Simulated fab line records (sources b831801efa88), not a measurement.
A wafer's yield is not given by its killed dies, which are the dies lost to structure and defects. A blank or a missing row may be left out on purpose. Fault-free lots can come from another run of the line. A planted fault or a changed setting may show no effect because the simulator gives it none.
fab line records -- flow sky130
[record] lots = 5, wafers = 23
route steps=708 shown POLY_GATE@224 LDD_N@239 LDD_P@257 LDD_HVN@275 LDD_LDN@291
startH: start of the lot's first displayed wafer, in hours after the record's first day -- waitH: hours elapsed since this lot's preceding step -- " unchanged from the row above -- L1.1+2: a single row standing in for several wafers -- - no value present, or no start provided -- * or withheld: withheld -- < > ~ a bound
route shown NAME@n: NAME is a module with steps in the file, n the number in the route of the first one -- usual: mean and standard deviation over wafers with no fault -- same: alike in all rows -- chamber/n: place in a boat -- sites: per-site readings -- _std_site: their standard deviation -- _edge_site: the outer-site mean with the inner-site mean subtracted -- radiusMm: how far each site lies from the wafer's centre -- mask NAME#n: copy n -- behind: the last tool/chamber to shape the wafer -- hold: cause of the lot's hold/its duration in hours/its outcome -- device: whichever transistor did not switch (one of n, p or np) -- end of line: the same wafers' tests at the end of the route -- where a step has no rows: the recipe by itself -- killed: not the wafer's yield, but the dies lost to structure and defects at the first sort -- map: a wafer's dies, marking killed ones x, the rest . and places with no die _
set.NAME: the setting the step ran with; set.NAME@STEP: the setting that earlier step ran with -- model.NAME: the simulator's own value behind a step, which no gauge read
lots run with intentionally changed settings; tables by step, rows by wafer
[[steps]]
[step SKY_POLY_GATE_EXPOSE_10]
[recipe] maskId = P1M, na = 0.68, sourceShape = conventional, sigmaOuter = 0.6, targetCdNm = 150, doseMj = 28
lot.wafer,tool,chamber,startH,waitH,mask,set.doseMj
L074.1+3+5,krfScanner-02,0,-,-,P1M#0,28
L074.2+6,krfScanner-02,0,-,-,P1M#0,27.36
L075.1+3+4+5+6,krfScanner-01,0,-,-,P1M#0,28
L077.1+2+4,krfScanner-02,0,-,-,P1M#0,28
L077.5+6,krfScanner-02,0,-,-,P1M#0,29.3
L081.1+3+4,krfScanner-01,0,-,-,P1M#0,28
L085.1+3+5,krfScanner-01,0,-,-,P1M#0,28
L085.2+4,krfScanner-01,0,-,-,P1M#0,26.86
[step SKY_POLY_GATE_PEB_11]
[recipe] pebTempC = withheld, pebTimeS = withheld, resist = KrF-thick
[step SKY_POLY_GATE_DEVELOP_12]
[recipe] developTimeS = 60, resist = KrF-thick, devTempC = 21
[step SKY_POLY_GATE_CD_MEAS_13]
[recipe] targetCdNm = 150
[usual] cdNm = 150.6/1.3
lot.wafer,tool,chamber,startH,waitH,set.doseMj@POLY_GATE_EXPOSE_10,cdNm
L074.1,cdSem-02,-,356.57,-,28,150.1
L074.2,cdSem-02,-,356.57,-,27.36,155.0
L074.3,cdSem-02,-,356.57,-,28,151.6
L074.5,cdSem-02,-,356.57,-,28,150.8
L074.6,cdSem-02,-,356.57,-,27.36,154.0
L075.1,cdSem-02,-,368.77,-,28,153.9
L075.3,cdSem-02,-,368.77,-,28,151.7
L075.4,cdSem-02,-,368.77,-,28,152.1
L075.5,cdSem-02,-,368.77,-,28,151.6
L075.6,cdSem-02,-,368.77,-,28,151.2
L077.1,cdSem-02,-,396.78,-,28,149.2
L077.2,cdSem-02,-,396.78,-,28,149.3
L077.4,cdSem-02,-,396.78,-,28,149.7
L077.5,cdSem-02,-,396.78,-,29.3,140.2
L077.6,cdSem-02,-,396.78,-,29.3,141.9
L081.1,cdSem-01,-,426.28,-,28,149.6
L081.3,cdSem-01,-,426.28,-,28,150.6
L081.4,cdSem-01,-,426.28,-,28,150.6
L085.1,cdSem-02,-,465.12,-,28,151.2
L085.2,cdSem-02,-,465.12,-,26.86,157.6
L085.3,cdSem-02,-,465.12,-,28,152.6
L085.4,cdSem-02,-,465.12,-,26.86,157.6
L085.5,cdSem-02,-,465.12,-,28,152.3
[step SKY_POLY_GATE_ETCH_15]
[recipe] chemistry = N2/H2, target = BARC, ionEnergyEv = 200, sourceW = 500, biasW = 100, pressureMtorr = 30, n2FlowSccm = 100, h2FlowSccm = 200, stopOn = SiO2, timeS = 118.5, targetDepthA = 1100
lot.wafer,tool,chamber,startH,waitH,set.doseMj@POLY_GATE_EXPOSE_10,model.POLY_GATE.cdNm
L074.1,rieDiel-02,2,356.72,0.0,28,152.6
L074.2,rieDiel-02,3,356.72,0.0,27.36,156.5
L074.3,rieDiel-02,1,356.72,0.0,28,153.7
L074.5,rieDiel-02,2,356.72,0.0,28,152.3
L074.6,rieDiel-02,1,356.72,0.0,27.36,156.3
L075.1,rieDiel-04,0,368.92,0.0,28,153.9
L075.3,rieDiel-04,1,368.92,0.0,28,150.3
L075.4,rieDiel-04,3,368.92,0.0,28,152.5
L075.5,rieDiel-04,3,368.92,0.0,28,151.1
L075.6,rieDiel-04,2,368.92,0.0,28,150.6
L077.1,rieDiel-02,1,396.94,0.0,28,152.5
L077.2,rieDiel-02,2,396.94,0.0,28,149.6
L077.4,rieDiel-02,3,396.94,0.0,28,150.2
L077.5,rieDiel-02,1,396.94,0.0,29.3,144.4
L077.6,rieDiel-02,2,396.94,0.0,29.3,141.7
L081.1,rieDiel-04,0,426.44,0.0,28,150.2
L081.3,rieDiel-04,1,426.44,0.0,28,152.2
L081.4,rieDiel-04,3,426.44,0.0,28,151.1
L085.1,rieDiel-01,2,465.27,0.0,28,150.7
L085.2,rieDiel-01,3,465.27,0.0,26.86,158.1
L085.3,rieDiel-01,1,465.27,0.0,28,152.2
L085.4,rieDiel-01,0,465.27,0.0,26.86,158.8
L085.5,rieDiel-01,0,465.27,0.0,28,153.6
[step SKY_POLY_GATE_ETCH_16]
[recipe] stopOn = poly-Si, chemistry = CH3F/O2, target = Si3N4, sourceW = 400, biasW = 80, pressureMtorr = 25, ch3fFlowSccm = 40, O2_flow_sccm = 30, timeS = 147.5, targetDepthA = 750
[step SKY_POLY_GATE_ETCH_17]
[recipe] targetDepthNm = 180, stopOn = SiO2, overEtchFrac = 0.56667, chemistry = HBr/Cl2, target = poly-Si, icpW = 400, biasW = 100, pressureMtorr = 10, HBr_flow_sccm = 150, Cl2_flow_sccm = 50, timeS = 70.5
lot.wafer,tool,chamber,startH,waitH,set.doseMj@POLY_GATE_EXPOSE_10,model.POLY_GATE.cdNm
L074.1,rieSi-01,0,356.91,0.0,28,151.3
L074.2,rieSi-01,3,356.91,0.0,27.36,155.4
L074.3,rieSi-01,2,356.91,0.0,28,153.2
L074.5,rieSi-01,1,356.91,0.0,28,152.6
L074.6,rieSi-01,2,356.91,0.0,27.36,156.9
L075.1,rieSi-02,1,369.11,0.0,28,155.4
L075.3,rieSi-02,0,369.11,0.0,28,150.9
L075.4,rieSi-02,3,369.11,0.0,28,152.8
L075.5,rieSi-02,0,369.11,0.0,28,151.3
L075.6,rieSi-02,1,369.11,0.0,28,151.2
L077.1,rieSi-02,2,397.12,0.0,28,151.2
L077.2,rieSi-02,1,397.12,0.0,28,150.5
L077.4,rieSi-02,3,397.12,0.0,28,149.8
L077.5,rieSi-02,1,397.12,0.0,29.3,145.6
L077.6,rieSi-02,2,397.12,0.0,29.3,141.2
L081.1,rieSi-02,3,426.62,0.0,28,151.1
L081.3,rieSi-02,1,426.62,0.0,28,153.8
L081.4,rieSi-02,2,426.62,0.0,28,153.4
L085.1,rieSi-02,1,465.46,0.0,28,152.2
L085.2,rieSi-02,0,465.46,0.0,26.86,158
L085.3,rieSi-02,3,465.46,0.0,28,152.6
L085.4,rieSi-02,2,465.46,0.0,26.86,159.8
L085.5,rieSi-02,1,465.46,0.0,28,155.1
[step SKY_POLY_GATE_STRIP_18]
[recipe] chemistry = O2/N2, powerW = 1400, pressureMtorr = 1500, platenTempC = withheld, o2FlowSccm = 3000, n2FlowSccm = 300, overashFraction = 0.5
[step SKY_POLY_GATE_CLEAN_19]
[recipe] chemistry = SC1/SC2, mix = 1:4:20, tempC = 70, timeS = 150, dry = n2Spin
[step SKY_POLY_GATE_OXIDATION_20]
[recipe] tempC = 850, ambient = O2, stabiliseS = 600, purgeS = 300, targetThkA = 40, oxTimeS = 899
[step SKY_POLY_GATE_CD_MEAS_22]
[usual] cdNm = 151.2/2.1
lot.wafer,tool,chamber,startH,waitH,set.doseMj@POLY_GATE_EXPOSE_10,cdNm
L074.1,cdSem-02,-,358.77,0.1,28,151.1
L074.2,cdSem-02,-,358.77,0.1,27.36,155.1
L074.3,cdSem-02,-,358.77,0.1,28,153.4
L074.5,cdSem-02,-,358.77,0.1,28,152.6
L074.6,cdSem-02,-,358.77,0.1,27.36,156.9
L075.1,cdSem-02,-,371.50,0.1,28,155.5
L075.3,cdSem-02,-,371.50,0.1,28,150.8
L075.4,cdSem-02,-,371.50,0.1,28,152.7
L075.5,cdSem-02,-,371.50,0.1,28,151.6
L075.6,cdSem-02,-,371.50,0.1,28,151.1
L077.1,cdSem-02,-,399.96,0.1,28,151.5
L077.2,cdSem-02,-,399.96,0.1,28,150.4
L077.4,cdSem-02,-,399.96,0.1,28,150.0
L077.5,cdSem-02,-,399.96,0.1,29.3,145.7
L077.6,cdSem-02,-,399.96,0.1,29.3,141.1
L081.1,cdSem-02,-,428.40,0.1,28,151.5
L081.3,cdSem-02,-,428.40,0.1,28,153.5
L081.4,cdSem-02,-,428.40,0.1,28,153.1
L085.1,cdSem-01,-,467.15,0.1,28,152.1
L085.2,cdSem-01,-,467.15,0.1,26.86,158.1
L085.3,cdSem-01,-,467.15,0.1,28,152.8
L085.4,cdSem-01,-,467.15,0.1,26.86,159.8
L085.5,cdSem-01,-,467.15,0.1,28,155.0
[step SKY_LDD_N_COAT_02]
[recipe] resist = NOVOLAK, spinRpm = 3000, resistThkNm = 300
lot.wafer,tool,chamber,startH,waitH,set.resistThkNm,model.NOVOLAK_of_LDD_N_COAT_02.thkNm
L074.1,lithoTrack-01,0,371.87,0.1,300,301.2
L074.2+6,lithoTrack-01,0,371.87,0.1,300,300.6
L074.3,lithoTrack-01,0,371.87,0.1,300,300
L074.5,lithoTrack-01,0,371.87,0.1,300,300.7
L075.1+3,lithoTrack-04,0,385.23,0.1,300,300.6
L075.4,lithoTrack-04,0,385.23,0.1,300,300.5
L075.5,lithoTrack-04,0,385.23,0.1,300,301
L075.6,lithoTrack-04,0,385.23,0.1,300,300.2
L077.1,lithoTrack-04,0,414.83,0.1,300,300.4
L077.2,lithoTrack-04,0,414.83,0.1,300,302
L077.4+6,lithoTrack-04,0,414.83,0.1,307.3,308.5
L077.5,lithoTrack-04,0,414.83,0.1,307.3,307.6
L081.1,lithoTrack-04,0,443.63,0.1,300,299.9
L081.3,lithoTrack-04,0,443.63,0.1,300,299.7
L081.4,lithoTrack-04,0,443.63,0.1,300,299.2
L085.1,lithoTrack-02,0,482.22,0.1,294.4,294.6
L085.2,lithoTrack-02,0,482.22,0.1,294.4,295
L085.3,lithoTrack-02,0,482.22,0.1,300,300
L085.4,lithoTrack-02,0,482.22,0.1,300,300.1
L085.5,lithoTrack-02,0,482.22,0.1,294.4,295.1
[step SKY_LDD_N_IMPLANT_12]
[recipe] species = BF2, energyKev = 50, doseCm2 = 5e+12, tiltDeg = 30, rotationDeg = 0
lot.wafer,tool,chamber,startH,waitH,set.energyKev,model.implant.rpNm,model.implant.drpNm
L074.1+2,implanter-01,0,386.77,0.1,51.2,33.05,19.16
L074.3+5+6,implanter-01,0,386.77,0.1,50,32.28,18.83
L075.1+3+4+5+6,implanter-03,0,400.12,0.1,50,32.88,18.83
L077.1+4,implanter-04,0,430.50,0.1,47.84,31.73,18.24
L077.2+5+6,implanter-04,0,430.50,0.1,50,33.14,18.83
L081.1+3+4,implanter-01,0,459.60,0.1,50,31.78,18.83
L085.1+2+3+4+5,implanter-04,0,498.42,0.1,50,32.35,18.83
[step SKY_LDD_N_IMPLANT_13]
[recipe] species = BF2, energyKev = 50, doseCm2 = 5e+12, tiltDeg = 30, rotationDeg = 90
[step SKY_LDD_N_IMPLANT_14]
[recipe] species = BF2, energyKev = 50, doseCm2 = 5e+12, tiltDeg = 30, rotationDeg = 180
[step SKY_LDD_N_IMPLANT_15]
[recipe] species = BF2, energyKev = 50, doseCm2 = 5e+12, tiltDeg = 30, rotationDeg = 270
[step SKY_LDD_N_STRIP_16]
[recipe] chemistry = O2/N2, powerW = 1400, pressureMtorr = 1500, platenTempC = withheld, o2FlowSccm = 3000, n2FlowSccm = 300, overashFraction = 0.5
[usual] stripTimeToEndpointS = 4.315/0.014
lot.wafer,tool,chamber,startH,waitH,set.resistThkNm@LDD_N_COAT_02,stripTimeToEndpointS
L074.1,plasmaAsher-04,0,387.37,0.1,300,4.318
L074.2,plasmaAsher-04,1,387.37,0.1,300,4.318
L074.3,plasmaAsher-04,0,387.37,0.1,300,4.318
L074.5,plasmaAsher-04,0,387.37,0.1,300,4.319
L074.6,plasmaAsher-04,1,387.37,0.1,300,4.312
L075.1,plasmaAsher-01,1,400.72,0.1,300,4.326
L075.3,plasmaAsher-01,0,400.72,0.1,300,4.331
L075.4,plasmaAsher-01,1,400.72,0.1,300,4.314
L075.5,plasmaAsher-01,0,400.72,0.1,300,4.333
L075.6,plasmaAsher-01,1,400.72,0.1,300,4.335
L077.1,plasmaAsher-04,1,431.10,0.1,300,4.336
L077.2,plasmaAsher-04,0,431.10,0.1,300,4.354
L077.4,plasmaAsher-04,1,431.10,0.1,307.3,4.418
L077.5,plasmaAsher-04,0,431.10,0.1,307.3,4.422
L077.6,plasmaAsher-04,1,431.10,0.1,307.3,4.442
L081.1,plasmaAsher-01,1,460.20,0.1,300,4.295
L081.3,plasmaAsher-01,1,460.20,0.1,300,4.326
L081.4,plasmaAsher-01,0,460.20,0.1,300,4.305
L085.1,plasmaAsher-04,0,499.02,0.1,294.4,4.265
L085.2,plasmaAsher-04,1,499.02,0.1,294.4,4.275
L085.3,plasmaAsher-04,1,499.02,0.1,300,4.337
L085.4,plasmaAsher-04,0,499.02,0.1,300,4.308
L085.5,plasmaAsher-04,0,499.02,0.1,294.4,4.254
[step SKY_LDD_P_COAT_02]
[recipe] resist = NOVOLAK, spinRpm = 3000, resistThkNm = 1140
lot.wafer,tool,chamber,startH,waitH,set.resistThkNm,model.NOVOLAK_of_LDD_P_COAT_02.thkNm
L074.1+5,lithoTrack-04,0,402.03,0.1,1082,1082
L074.2,lithoTrack-04,0,402.03,0.1,1140,1138
L074.3,lithoTrack-04,0,402.03,0.1,1140,1136
L074.6,lithoTrack-04,0,402.03,0.1,1140,1139
L075.1,lithoTrack-02,0,415.52,0.1,1163,1159
L075.3,lithoTrack-02,0,415.52,0.1,1140,1141
L075.4,lithoTrack-02,0,415.52,0.1,1163,1158
L075.5,lithoTrack-02,0,415.52,0.1,1163,1161
L075.6,lithoTrack-02,0,415.52,0.1,1140,1139
L077.1,lithoTrack-04,0,446.88,0.1,1140,1140
L077.2,lithoTrack-04,0,446.88,0.1,1095,1094
L077.4+5,lithoTrack-04,0,446.88,0.1,1095,1095
L077.6,lithoTrack-04,0,446.88,0.1,1140,1142
L081.1,lithoTrack-03,0,475.50,0.1,1140,1139
L081.3,lithoTrack-03,0,475.50,0.1,1140,1134
L081.4,lithoTrack-03,0,475.50,0.1,1140,1138
L085.1,lithoTrack-03,0,514.10,0.1,1187,1186
L085.2,lithoTrack-03,0,514.10,0.1,1187,1181
L085.3+5,lithoTrack-03,0,514.10,0.1,1140,1140
L085.4,lithoTrack-03,0,514.10,0.1,1140,1136
[step SKY_LDD_P_SOFTBAKE_03]
[recipe] tempC = 90, timeS = 60, resist = NOVOLAK
[step SKY_LDD_P_EXPOSE_04]
[recipe] maskId = PSDM, na = 0.6, sourceShape = conventional, sigmaOuter = 0.6, polarization = unpolarized, targetCdNm = 380, doseMj = 138
[step SKY_LDD_P_PEB_05]
[recipe] tempC = withheld, timeS = *, resist = NOVOLAK
[step SKY_LDD_P_DEVELOP_06]
[recipe] resist = NOVOLAK, developer = TMAH, developTimeS = 60, devTempC = 21.88
lot.wafer,tool,chamber,startH,waitH,set.resistThkNm@LDD_P_COAT_02,model.LDD_P.cdNm
L074.1,lithoTrack-02,0,416.57,0.1,1082,384.2
L074.2+6,lithoTrack-02,0,416.57,0.1,1140,381
L074.3,lithoTrack-02,0,416.57,0.1,1140,377.9
L074.5,lithoTrack-02,0,416.57,0.1,1082,385.1
L075.1,lithoTrack-03,0,430.05,0.1,1163,381.7
L075.3,lithoTrack-03,0,430.05,0.1,1140,383.3
L075.4,lithoTrack-03,0,430.05,0.1,1163,382.9
L075.5,lithoTrack-03,0,430.05,0.1,1163,382.6
L075.6,lithoTrack-03,0,430.05,0.1,1140,383.7
L077.1,lithoTrack-04,0,461.63,0.1,1140,381.9
L077.2+5,lithoTrack-04,0,461.63,0.1,1095,388.6
L077.4,lithoTrack-04,0,461.63,0.1,1095,387.1
L077.6,lithoTrack-04,0,461.63,0.1,1140,381.4
L081.1,lithoTrack-02,0,491.12,0.1,1140,379.1
L081.3,lithoTrack-02,0,491.12,0.1,1140,382.6
L081.4,lithoTrack-02,0,491.12,0.1,1140,382.9
L085.1,lithoTrack-02,0,529.07,0.1,1187,374.1
L085.2,lithoTrack-02,0,529.07,0.1,1187,376.5
L085.3,lithoTrack-02,0,529.07,0.1,1140,379.8
L085.4,lithoTrack-02,0,529.07,0.1,1140,380.3
L085.5,lithoTrack-02,0,529.07,0.1,1140,380.1
[step SKY_LDD_P_IMPLANT_09]
[recipe] species = BF2, energyKev = 25, doseCm2 = 1e+13, tiltDeg = withheld
lot.wafer,tool,chamber,startH,waitH,set.energyKev,model.implant.rpNm,model.implant.drpNm
L074.1+3+6,implanter-01,0,416.87,0.0,25.99,21.36,11.73
L074.2+5,implanter-01,0,416.87,0.0,25,20.7,11.41
L075.1+4+6,implanter-01,0,430.35,0.0,24.32,20.92,11.19
L075.3+5,implanter-01,0,430.35,0.0,25,21.38,11.41
L077.1+4+5,implanter-03,0,461.94,0.0,24.07,19.93,11.11
L077.2+6,implanter-03,0,461.94,0.0,25,20.55,11.41
L081.1+3+4,implanter-01,0,491.42,0.0,25,20.83,11.41
L085.1+2+3+4+5,implanter-01,0,529.37,0.0,25,21.01,11.41
[step SKY_LDD_P_STRIP_10]
[recipe] chemistry = O2/N2, powerW = 1400, pressureMtorr = 1500, platenTempC = withheld, o2FlowSccm = 3000, n2FlowSccm = 300, overashFraction = 0.5
[usual] stripTimeToEndpointS = 14.16/0.032
lot.wafer,tool,chamber,startH,waitH,set.resistThkNm@LDD_P_COAT_02,stripTimeToEndpointS
L074.1,plasmaAsher-01,1,417.02,0.1,1082,13.51
L074.2,plasmaAsher-01,0,417.02,0.1,1140,14.16
L074.3,plasmaAsher-01,1,417.02,0.1,1140,14.15
L074.5,plasmaAsher-01,1,417.02,0.1,1082,13.48
L074.6,plasmaAsher-01,0,417.02,0.1,1140,14.16
L075.1,plasmaAsher-02,0,430.50,0.1,1163,14.37
L075.3,plasmaAsher-02,1,430.50,0.1,1140,14.18
L075.4,plasmaAsher-02,0,430.50,0.1,1163,14.36
L075.5,plasmaAsher-02,1,430.50,0.1,1163,14.41
L075.6,plasmaAsher-02,0,430.50,0.1,1140,14.16
L077.1,plasmaAsher-03,1,462.09,0.1,1140,14.15
L077.2,plasmaAsher-03,0,462.09,0.1,1095,13.64
L077.4,plasmaAsher-03,1,462.09,0.1,1095,13.63
L077.5,plasmaAsher-03,1,462.09,0.1,1095,13.65
L077.6,plasmaAsher-03,0,462.09,0.1,1140,14.20
L081.1,plasmaAsher-03,0,491.57,0.1,1140,14.17
L081.3,plasmaAsher-03,1,491.57,0.1,1140,14.09
L081.4,plasmaAsher-03,0,491.57,0.1,1140,14.14
L085.1,plasmaAsher-02,1,529.52,0.1,1187,14.69
L085.2,plasmaAsher-02,0,529.52,0.1,1187,14.62
L085.3,plasmaAsher-02,0,529.52,0.1,1140,14.18
L085.4,plasmaAsher-02,1,529.52,0.1,1140,14.13
L085.5,plasmaAsher-02,0,529.52,0.1,1140,14.17
[step SKY_LDD_P_TW_MEAS_11]
[usual] LDD_P_TW = 641.2/2.9
lot.wafer,tool,chamber,startH,waitH,set.energyKev@LDD_P_IMPLANT_09,LDD_P_TW
L074.1,filmMetro-01,-,417.12,0.1,25.99,647.2
L074.2,filmMetro-01,-,417.12,0.1,25,639.4
L074.3,filmMetro-01,-,417.12,0.1,25.99,645.0
L074.5,filmMetro-01,-,417.12,0.1,25,638.3
L074.6,filmMetro-01,-,417.12,0.1,25.99,646.8
L075.1,filmMetro-04,-,430.60,0.1,24.32,637.8
L075.3,filmMetro-04,-,430.60,0.1,25,640.5
L075.4,filmMetro-04,-,430.60,0.1,24.32,636.0
L075.5,filmMetro-04,-,430.60,0.1,25,641.5
L075.6,filmMetro-04,-,430.60,0.1,24.32,640.0
L077.1,filmMetro-01,-,462.19,0.1,24.07,639.3
L077.2,filmMetro-01,-,462.19,0.1,25,647.7
L077.4,filmMetro-01,-,462.19,0.1,24.07,635.8
L077.5,filmMetro-01,-,462.19,0.1,24.07,637.7
L077.6,filmMetro-01,-,462.19,0.1,25,649.5
L081.1,filmMetro-01,-,491.79,0.2,25,639.2
L081.3,filmMetro-01,-,491.79,0.2,25,638.2
L081.4,filmMetro-01,-,491.79,0.2,25,635.4
L085.1,filmMetro-04,-,529.62,0.1,25,639.5
L085.2,filmMetro-04,-,529.62,0.1,25,640.6
L085.3,filmMetro-04,-,529.62,0.1,25,639.3
L085.4,filmMetro-04,-,529.62,0.1,25,640.4
L085.5,filmMetro-04,-,529.62,0.1,25,635.6
[step SKY_LDD_HVN_IMPLANT_08]
[recipe] species = P, energyKev = 60, doseCm2 = 3e+13, tiltDeg = 40
lot.wafer,tool,chamber,startH,waitH,set.energyKev,model.implant.rpNm,model.implant.drpNm
L074.1+2+3+5+6,implanter-02,0,447.35,0.0,60,54.62,28.15
L075.1+3+6,implanter-01,0,460.85,0.0,58.49,52.99,27.54
L075.4+5,implanter-01,0,460.85,0.0,60,54.38,28.15
L077.1+2+4+5+6,implanter-04,0,492.33,0.0,60,57.32,28.15
L081.1+3+4,implanter-02,0,521.73,0.0,60,57.72,28.15
L085.1+2+4,implanter-02,0,559.48,0.0,60,58.2,28.15
L085.3+5,implanter-02,0,559.48,0.0,62.64,60.82,29.23
[step SKY_LDD_LDN_COAT_02]
[recipe] resist = NOVOLAK, spinRpm = 3000, resistThkNm = 1140
lot.wafer,tool,chamber,startH,waitH,set.resistThkNm,model.NOVOLAK_of_LDD_LDN_COAT_02.thkNm
L074.1,lithoTrack-02,0,492.22,0.1,1140,1133
L074.2,lithoTrack-02,0,492.22,0.1,1140,1136
L074.3+6,lithoTrack-02,0,492.22,0.1,1140,1134
L074.5,lithoTrack-02,0,492.22,0.1,1140,1139
L075.1,lithoTrack-01,0,506.52,0.1,1208,1208
L075.3,lithoTrack-01,0,506.52,0.1,1140,1140
L075.4,lithoTrack-01,0,506.52,0.1,1208,1206
L075.5,lithoTrack-01,0,506.52,0.1,1140,1137
L075.6,lithoTrack-01,0,506.52,0.1,1140,1139
L077.1,lithoTrack-04,0,537.83,0.1,1140,1140
L077.2+6,lithoTrack-04,0,537.83,0.1,1140,1138
L077.4,lithoTrack-04,0,537.83,0.1,1140,1139
L077.5,lithoTrack-04,0,537.83,0.1,1140,1137
L081.1,lithoTrack-04,0,565.08,0.1,1140,1137
L081.3,lithoTrack-04,0,565.08,0.1,1140,1139
L081.4,lithoTrack-04,0,565.08,0.1,1140,1135
L085.1,lithoTrack-02,0,604.27,0.1,1140,1140
L085.2+4,lithoTrack-02,0,604.27,0.1,1089,1087
L085.3,lithoTrack-02,0,604.27,0.1,1089,1086
L085.5,lithoTrack-02,0,604.27,0.1,1140,1137
[step SKY_LDD_LDN_IMPLANT_08]
[recipe] species = As, energyKev = 15, doseCm2 = 1.25e+13, tiltDeg = withheld, rotationDeg = 23
lot.wafer,tool,chamber,startH,waitH,set.doseCm2
L074.1+3,implanter-03,0,507.50,0.0,1.326e+13
L074.2+5+6,implanter-03,0,507.50,0.0,1.25e+13
L075.1+3+4+5+6,implanter-01,0,522.10,0.0,1.25e+13
L077.1+2+6,implanter-04,0,552.80,0.0,1.25e+13
L077.4+5,implanter-04,0,552.80,0.0,1.34e+13
L081.1+3+4,implanter-01,0,580.70,0.0,1.25e+13
L085.1+4+5,implanter-04,0,618.65,0.0,1.179e+13
L085.2+3,implanter-04,0,618.65,0.0,1.25e+13
[step SKY_LDD_LDN_IMPLANT_09]
[recipe] species = As, energyKev = 15, doseCm2 = 1.25e+13, tiltDeg = withheld, rotationDeg = 113
[step SKY_LDD_LDN_IMPLANT_10]
[recipe] species = As, energyKev = 15, doseCm2 = 1.25e+13, tiltDeg = withheld, rotationDeg = 203
[step SKY_LDD_LDN_IMPLANT_11]
[recipe] species = As, energyKev = 15, doseCm2 = 1.25e+13, tiltDeg = withheld, rotationDeg = 293
[step SKY_LDD_LDN_STRIP_12]
[recipe] chemistry = O2/N2, powerW = 1400, pressureMtorr = 1500, platenTempC = withheld, o2FlowSccm = 3000, n2FlowSccm = 300, overashFraction = 0.5
[usual] stripTimeToEndpointS = 14.17/0.038
lot.wafer,tool,chamber,startH,waitH,set.resistThkNm@LDD_LDN_COAT_02,stripTimeToEndpointS
L074.1,plasmaAsher-01,0,508.10,0.1,1140,14.09
L074.2,plasmaAsher-01,1,508.10,0.1,1140,14.11
L074.3,plasmaAsher-01,1,508.10,0.1,1140,14.10
L074.5,plasmaAsher-01,1,508.10,0.1,1140,14.15
L074.6,plasmaAsher-01,0,508.10,0.1,1140,14.11
L075.1,plasmaAsher-04,1,522.70,0.1,1208,14.94
L075.3,plasmaAsher-04,1,522.70,0.1,1140,14.18
L075.4,plasmaAsher-04,0,522.70,0.1,1208,14.92
L075.5,plasmaAsher-04,1,522.70,0.1,1140,14.14
L075.6,plasmaAsher-04,0,522.70,0.1,1140,14.14
L077.1,plasmaAsher-02,0,553.40,0.1,1140,14.16
L077.2,plasmaAsher-02,1,553.40,0.1,1140,14.15
L077.4,plasmaAsher-02,1,553.40,0.1,1140,14.16
L077.5,plasmaAsher-02,0,553.40,0.1,1140,14.16
L077.6,plasmaAsher-02,1,553.40,0.1,1140,14.15
L081.1,plasmaAsher-04,0,581.30,0.1,1140,14.14
L081.3,plasmaAsher-04,0,581.30,0.1,1140,14.14
L081.4,plasmaAsher-04,1,581.30,0.1,1140,14.12
L085.1,plasmaAsher-02,0,619.25,0.1,1140,14.16
L085.2,plasmaAsher-02,1,619.25,0.1,1089,13.56
L085.3,plasmaAsher-02,1,619.25,0.1,1089,13.54
L085.4,plasmaAsher-02,0,619.25,0.1,1089,13.54
L085.5,plasmaAsher-02,1,619.25,0.1,1140,14.13
[[key]]
[split] step = SKY_POLY_GATE_EXPOSE_10, setting = doseMj, stated = 28, by = wafer
[response] step = SKY_POLY_GATE_CD_MEAS_13, reading = cdNm, change = -1.6, per = 1%, r = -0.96
[response] step = SKY_POLY_GATE_ETCH_15, reading = model.POLY_GATE.cdNm, change = -1.6, per = 1%, r = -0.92
[response] step = SKY_POLY_GATE_ETCH_17, reading = model.POLY_GATE.cdNm, change = -1.49, per = 1%, r = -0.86
[response] step = SKY_POLY_GATE_CD_MEAS_22, reading = cdNm, change = -1.5, per = 1%, r = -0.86
[split] step = SKY_LDD_N_COAT_02, setting = resistThkNm, stated = 300, by = wafer
[response] step = SKY_LDD_N_COAT_02, reading = model.NOVOLAK_of_LDD_N_COAT_02.thkNm, change = +2.84, per = 1%, r = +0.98
[response] step = SKY_LDD_N_STRIP_16, reading = stripTimeToEndpointS, change = *, per = 1%, r = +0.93
[split] step = SKY_LDD_N_IMPLANT_12, setting = energyKev, stated = 50, by = wafer
[response] step = SKY_LDD_N_IMPLANT_12, reading = model.implant.rpNm, change = +0.326, per = 1%, r = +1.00
[response] step = SKY_LDD_N_IMPLANT_12, reading = model.implant.drpNm, change = +0.138, per = 1%, r = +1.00
[split] step = SKY_LDD_P_COAT_02, setting = resistThkNm, stated = 1140, by = wafer
[response] step = SKY_LDD_P_COAT_02, reading = model.NOVOLAK_of_LDD_P_COAT_02.thkNm, change = +11.1, per = 1%, r = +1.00
[response] step = SKY_LDD_P_DEVELOP_06, reading = model.LDD_P.cdNm, change = -1.14, per = 1%, r = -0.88
[response] step = SKY_LDD_P_STRIP_10, reading = stripTimeToEndpointS, change = *, per = 1%, r = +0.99
[split] step = SKY_LDD_P_IMPLANT_09, setting = energyKev, stated = 25, by = wafer
[response] step = SKY_LDD_P_IMPLANT_09, reading = model.implant.rpNm, change = +0.167, per = 1%, r = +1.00
[response] step = SKY_LDD_P_IMPLANT_09, reading = model.implant.drpNm, change = +0.0805, per = 1%, r = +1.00
[response] step = SKY_LDD_P_TW_MEAS_11, reading = LDD_P_TW, change = +2.13, per = 1%, r = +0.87
[split] step = SKY_LDD_HVN_IMPLANT_08, setting = energyKev, stated = 60, by = wafer
[response] step = SKY_LDD_HVN_IMPLANT_08, reading = model.implant.rpNm, change = +0.585, per = 1%, r = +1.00
[response] step = SKY_LDD_HVN_IMPLANT_08, reading = model.implant.drpNm, change = +0.244, per = 1%, r = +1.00
[split] step = SKY_LDD_LDN_COAT_02, setting = resistThkNm, stated = 1140, by = wafer
[response] step = SKY_LDD_LDN_COAT_02, reading = model.NOVOLAK_of_LDD_LDN_COAT_02.thkNm, change = +11.5, per = 1%, r = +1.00
[response] step = SKY_LDD_LDN_STRIP_12, reading = stripTimeToEndpointS, change = *, per = 1%, r = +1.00
[split] step = SKY_LDD_LDN_IMPLANT_08, setting = doseCm2, stated = 1.25e+13, by = wafer
response none clear
